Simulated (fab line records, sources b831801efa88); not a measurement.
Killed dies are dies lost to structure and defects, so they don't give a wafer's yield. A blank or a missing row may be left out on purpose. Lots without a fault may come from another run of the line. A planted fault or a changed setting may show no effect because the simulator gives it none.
A struck lot beside a sound one | flow sky130 | 17 steps out of a route of 708
Sound: wafers L436.1, L436.3, L436.5. Struck: wafers L433.2, L433.4, L433.5. The cause comes at the end.
At each step with rows: each side's tool, then ch and its chambers, then its first start. Under that, the readings that differ: sound wafers | struck wafers | difference of the means | sigmas: that difference in standard deviations of wafers without a fault.
alike: readings whose means differ by less than 2 such deviations, and words and numbers that are the same on both sides. not compared: withheld readings, readings that some wafer has no value for, bounds like >300 that may hide the same value, and numbers for which the record gives no deviation and whose values overlap.
The two part at a step that has a row with sigmas, a row that says differs or no value, or rows on one side only. Numbers that don't overlap but have no deviation are shown without sigmas and don't part them. A reading that every wafer of one side lacks parts them only if that side has two wafers or more.

SKY_LI_CONTACT_CMP_02: polishes PSG.
  sound on cmp-01 ch 1,2, day 33 19:19; struck on cmp-01 ch 0,1,3, day 32 23:31
  alike: motor_current_A, platen_rpm, slurry_flow_ml_min, time_to_endpoint_s
SKY_LI_CONTACT_BOW_MEAS_03:
  sound on film_metro-04, day 33 19:38; struck on film_metro-03, day 32 23:47
  alike: LI_CONTACT_BOW
then, 8 steps without rows for these wafers: SKY_LI_CONTACT_DEHYDRATE_04 (time 60 s); SKY_LI_CONTACT_HMDS_05 (prime time 60 s); SKY_LI_CONTACT_COAT_06 (resist thk 60 nm); SKY_LI_CONTACT_COAT_07 (resist thk 450 nm); SKY_LI_CONTACT_SOFTBAKE_08 (time 90 s); SKY_LI_CONTACT_EXPOSE_09 (exposes mask LICM1, target cd 170 nm); SKY_LI_CONTACT_PEB_10; SKY_LI_CONTACT_DEVELOP_11 (develop time 60 s).
SKY_LI_CONTACT_CD_MEAS_12: target cd 170 nm.
  sound on cd_sem-02, day 34 22:25; struck on cd_sem-02, day 34 02:32
  alike: cd_nm
SKY_LI_CONTACT_OVL_MEAS_13:
  sound on overlay-02, day 34 22:32; struck on overlay-02, day 34 02:38
  alike: LI_CONTACT_OVL
SKY_LI_CONTACT_ETCH_14: etches BARC in N2/H2, stops on SiO2, time 45.9 s, target depth 60 nm.
  sound on rie_diel-02 ch 0,1,2, day 34 22:34; struck on rie_diel-04 ch 0,1, day 34 02:40
  no value came back on the struck wafers for any of 5 readings (bias_w (W), chamber_pressure_mTorr (mTorr) and others); on the sound wafers bias_w (W) reads 100.3 100.1 100.3
  reading                                           | sound           | struck          | difference | sigmas
  model.KrF-thick_of_LI_CONTACT_COAT_07.thk_nm (nm) | 393.4 395.9 395 | 436.6 438 439.1 | +43.1      |
  not compared: rf_hours_counter_h
SKY_LI_CONTACT_ETCH_15: etches PSG in C4F8/O2/Ar, stops on Si, target depth 600 nm.
  sound on rie_diel-02 ch 0,1,2, day 34 22:36; struck on rie_diel-04 ch 0,1, day 34 02:42
  reading                                           | sound             | struck            | difference | sigmas
  oes_product_au (a.u.)                             | 0.849 0.832 0.833 | 0.372 0.385 0.374 | -0.461     | -96
  model.KrF-thick_of_LI_CONTACT_COAT_07.thk_nm (nm) | 231.3 236.9 237.7 | 276.5 277 278.1   | +41.9      |
  alike: bias_w, chamber_pressure_mTorr
SKY_LI_CONTACT_STRIP_16: strips in O2/N2.
  sound on plasma_asher-01 ch 0,1, day 34 22:41; struck on plasma_asher-03 ch 0,1, day 34 02:47
  reading                      | sound             | struck            | difference | sigmas
  oes_product_au (a.u.)        | 0.377 0.384 0.382 | 0.392 0.393 0.400 | +0.014     | +3
  strip_time_to_endpoint_s (s) | 3.50 3.55 3.56    | 3.98 3.99 4.00    | +0.45      | +9
  alike: drypump_motor_current_A, o2_flow_sccm
  not compared: rf_hours_counter_h
then, 1 step without rows for these wafers: SKY_LI_CONTACT_CLEAN_17 (cleans in NMP, time 600 s).
-- the record jumps here: 15 days lie between the struck wafers' starts before and after (it left off in module LI_CONTACT and takes up again in module PAD_OPEN, whose first step shown is number 708 of the route) --
SKY_PAD_OPEN_PROBE_99:
  sound on prober-01, day 49 23:34; struck on prober-02, day 49 09:32
  reading            | sound    | struck      | difference | sigmas
  killed_at_contacts | 26 21 20 | 425 431 414 | +401       | +80
  killed_dies        | 86 89 67 | 492 492 492 | +411       | +45
  killed_on_rim      | 24 25 10 | 96 96 96    | +76        | +21
  alike: killed_at_M0_to_M3, killed_at_M4_up, killed_at_front_end, killed_at_other, killed_open, killed_short

WHERE THEY PART
First at SKY_LI_CONTACT_ETCH_14; last, within this record, at SKY_PAD_OPEN_PROBE_99.

WHY: what the simulator had put in
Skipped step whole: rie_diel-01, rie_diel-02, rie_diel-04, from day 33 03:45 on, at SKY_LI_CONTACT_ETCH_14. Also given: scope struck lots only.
